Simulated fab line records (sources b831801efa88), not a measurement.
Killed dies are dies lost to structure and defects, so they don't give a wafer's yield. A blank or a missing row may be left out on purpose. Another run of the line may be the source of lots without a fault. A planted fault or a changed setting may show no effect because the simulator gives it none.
Which tool was responsible? -- flow gf180mcu -- Sampling: 11 lots, 31 wafers, 6 of 602 route steps

== WHAT THE GAUGES READ, wafer by wafer ==
GF_CONTACT_CD_MEAS_14 targets a cd of 220 nm. Usual: 219.9 nm for cdNm, sd 1.3.
lot,measured,on,cdNm (nm),flag
L156,day 15 19:28,cdSem-01,218.7 219.0 219.0,
L157,day 16 10:48,cdSem-02,218.4 219.6 217.9,
L158,day 16 11:46,cdSem-02,218.1 218.6 219.0,
L161,day 17 11:14,cdSem-01,220.3 221.0 220.1,
L165,day 19 09:50,cdSem-02,220.5 219.0 220.9,
L166,day 19 10:17,cdSem-01,217.1 219.6 218.2,
L167,day 19 17:28,cdSem-01,219.6 220.4 219.8,
L168,day 20 01:43,cdSem-02,222.2 221.8 222.1,
L176,day 22 23:10,cdSem-02,220.6 219.5,
L177,day 23 10:47,cdSem-02,219.4 219.6,
L178,day 23 11:46,cdSem-01,219.3 220.3 219.4,

GF_M1_RS_MEAS_05: uses a four-point probe to measure. Usual: M1_ALCU_RS 0.0698 ohm/sq, standard deviation 0.00069.
lot,measured,on,M1_ALCU_RS (ohm/sq),flag
L156,day 15 21:01,filmMetro-01,0.0708 0.0709 0.0707,
L157,day 16 12:19,filmMetro-03,0.0704 0.0702 0.0692,
L158,day 16 13:18,filmMetro-01,0.0705 0.0708 0.0701,
L161,day 17 12:45,filmMetro-03,0.0700 0.0700 0.0701,
L165,day 19 11:22,filmMetro-03,0.0701 0.0689 0.0705,
L166,day 19 11:49,filmMetro-01,0.0701 0.0712 0.0703,
L167,day 19 19:01,filmMetro-01,0.0699 0.0678 0.0683,
L168,day 20 03:32,filmMetro-04,0.0702 0.0707 0.0703,
L176,day 23 00:41,filmMetro-01,0.1116 0.1097,OFF
L177,day 23 12:19,filmMetro-03,0.1107 0.0686,OFF
L178,day 23 13:17,filmMetro-04,0.0697 0.0701 0.0696,

GF_M1_THK_MEAS_06: measures by xrf. Usual: M1_ALCU_THK 452 nm, standard deviation 5.8.
lot,measured,on,M1_ALCU_THK (nm),flag
L156,day 15 21:08,filmMetro-01,444 441 442,
L157,day 16 12:26,filmMetro-03,452 454 459,
L158,day 16 13:25,filmMetro-01,447 444 450,
L161,day 17 12:52,filmMetro-03,455 455 453,
L165,day 19 11:28,filmMetro-03,456 464 452,
L166,day 19 11:56,filmMetro-01,446 442 445,
L167,day 19 19:07,filmMetro-01,450 460 459,
L168,day 20 03:39,filmMetro-04,443 440 442,
L176,day 23 00:47,filmMetro-01,284 288,OFF
L177,day 23 12:25,filmMetro-03,289 461,OFF
L178,day 23 13:25,filmMetro-04,448 447 452,

== WHICH TOOL RAN EACH LOT (tool, then ch and the chambers of the sampled wafers, then the start) ==
lot,GF_CONTACT_STRIP_18,GF_CONTACT_CVD_24,GF_M1_SPUTTER_02
L156,"plasmaAsher-01 ch 0,1, day 15 19:47","cvdW-02 ch 0,1, day 15 20:12","pvdSputter-04, day 15 20:56"
L157,"plasmaAsher-04 ch 0,1, day 16 11:06","cvdW-02 ch 0,1, day 16 11:30","pvdSputter-02, day 16 12:13"
L158,"plasmaAsher-02 ch 0,1, day 16 12:05","cvdW-01 ch 0,1, day 16 12:29","pvdSputter-04, day 16 13:13"
L161,"plasmaAsher-04 ch 0,1, day 17 11:33","cvdW-02 ch 0,1, day 17 11:57","pvdSputter-04, day 17 12:40"
L165,"plasmaAsher-01 ch 0,1, day 19 10:09","cvdW-01 ch 0,1, day 19 10:33","pvdSputter-03, day 19 11:14"
L166,"plasmaAsher-02 ch 1, day 19 10:36","cvdW-02 ch 0,1, day 19 11:00","pvdSputter-02, day 19 11:43"
L167,"plasmaAsher-04 ch 0,1, day 19 17:46","cvdW-01 ch 0,1, day 19 18:10","pvdSputter-03, day 19 18:53"
L168,"plasmaAsher-02 ch 0,1, day 20 02:02","cvdW-01 ch 0,1, day 20 02:32","pvdSputter-04, day 20 03:26"
L176,"plasmaAsher-01 ch 0,1, day 22 23:28","cvdW-02 ch 0,1, day 22 23:53","pvdSputter-02, day 23 00:33"
L177,"plasmaAsher-01 ch 0, day 23 11:06","cvdW-01 ch 1, day 23 11:31","pvdSputter-02, day 23 12:11"
L178,"plasmaAsher-01 ch 0, day 23 12:05","cvdW-02 ch 0,1, day 23 12:29","pvdSputter-04, day 23 13:12"
- GF_CONTACT_STRIP_18: strips in O2/N2.
- GF_CONTACT_CVD_24: deposits W, target thk 300 nm, time 90.339 s.
- GF_M1_SPUTTER_02: material AlCu, target thk 450 nm, time 23.9 s.

== WHAT THE TOOLS THEMSELVES READ (means of the sampled wafers that have a number; where no wafer has one, the mark that the record gives instead) ==
GF_CONTACT_STRIP_18. Usual: drypumpMotorCurrentA 5.74 A, standard deviation 0.25; heaterPowerW 330 W, standard deviation 26; o2FlowSccm 3000 sccm, standard deviation 8.9; oesProductAu 0.579 a.u., standard deviation 0.0052.
lot,tool,drypumpMotorCurrentA (A),heaterPowerW (W),o2FlowSccm (sccm),oesProductAu (a.u.),flag
L156,plasmaAsher-01,5.73,375,3017,0.581,
L157,plasmaAsher-04,5.75,323,2998,0.579,
L158,plasmaAsher-02,5.83,314,2980,0.575,
L161,plasmaAsher-04,5.76,319,3004,0.577,
L165,plasmaAsher-01,5.84,344,3001,0.580,
L166,plasmaAsher-02,5.18,291,3003,0.579,
L167,plasmaAsher-04,5.76,322,3003,0.582,
L168,plasmaAsher-02,5.51,299,3005,0.576,
L176,plasmaAsher-01,5.78,350,3002,0.585,
L177,plasmaAsher-01,5.93,331,2991,0.581,
L178,plasmaAsher-01,5.89,334,3001,0.577,

GF_CONTACT_CVD_24. Usual: 917 W for heaterPowerW, sd 72.
lot,tool,heaterPowerW (W),flag
L156,cvdW-02,939,
L157,cvdW-02,951,
L158,cvdW-01,945,
L161,cvdW-02,945,
L165,cvdW-01,891,
L166,cvdW-02,884,
L167,cvdW-01,930,
L168,cvdW-01,897,
L176,cvdW-02,912,
L177,cvdW-01,972,
L178,cvdW-02,890,

GF_M1_SPUTTER_02. Usual: 30.2 % for throttleValvePct, sd 0.92.
lot,tool,throttleValvePct (%),flag
L156,pvdSputter-04,30.6,
L157,pvdSputter-02,29.9,
L158,pvdSputter-04,30.8,
L161,pvdSputter-04,31.0,
L165,pvdSputter-03,30.7,
L166,pvdSputter-02,30.7,
L167,pvdSputter-03,30.0,
L168,pvdSputter-04,30.7,
L176,pvdSputter-02,29.6,
L177,pvdSputter-02,29.6,
L178,pvdSputter-04,30.6,

== THE ANSWER, worked out from the rows above alone ==
Rule: lot off if the mean of its wafers having a number is beyond 3 standard deviations from the usual mean. A lot without any number at a reading at which 4 lots or more have one is off too. All remaining lots with rows at the step are treated as sound. Order of review: gauges by route order, followed by the tools' own readings, for which a lot's mean as printed above is used. At the first step where some lot is off, the reading lying furthest off is the one used; lots without a number count as furthest.
Off: at GF_M1_RS_MEAS_05 (M1_ALCU_RS), L176, L177.
If a tool, at a process step before that reading, ran all the lots that are off and no sound lot after the first of them, it fits. The gauges at GF_M1_RS_MEAS_05 are tried like those tools. One fits: GF_M1_SPUTTER_02 on pvdSputter-02. A fault onset in the window from L166 (day 19 11:43, its last sound lot) to L176 (day 23 00:33, its first lot off) fits.

== WHAT WAS PUT IN BY THE SIMULATOR ==
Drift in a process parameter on pvdSputter-02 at GF_M1_SPUTTER_02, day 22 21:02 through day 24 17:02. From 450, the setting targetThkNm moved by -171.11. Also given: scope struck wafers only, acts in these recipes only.
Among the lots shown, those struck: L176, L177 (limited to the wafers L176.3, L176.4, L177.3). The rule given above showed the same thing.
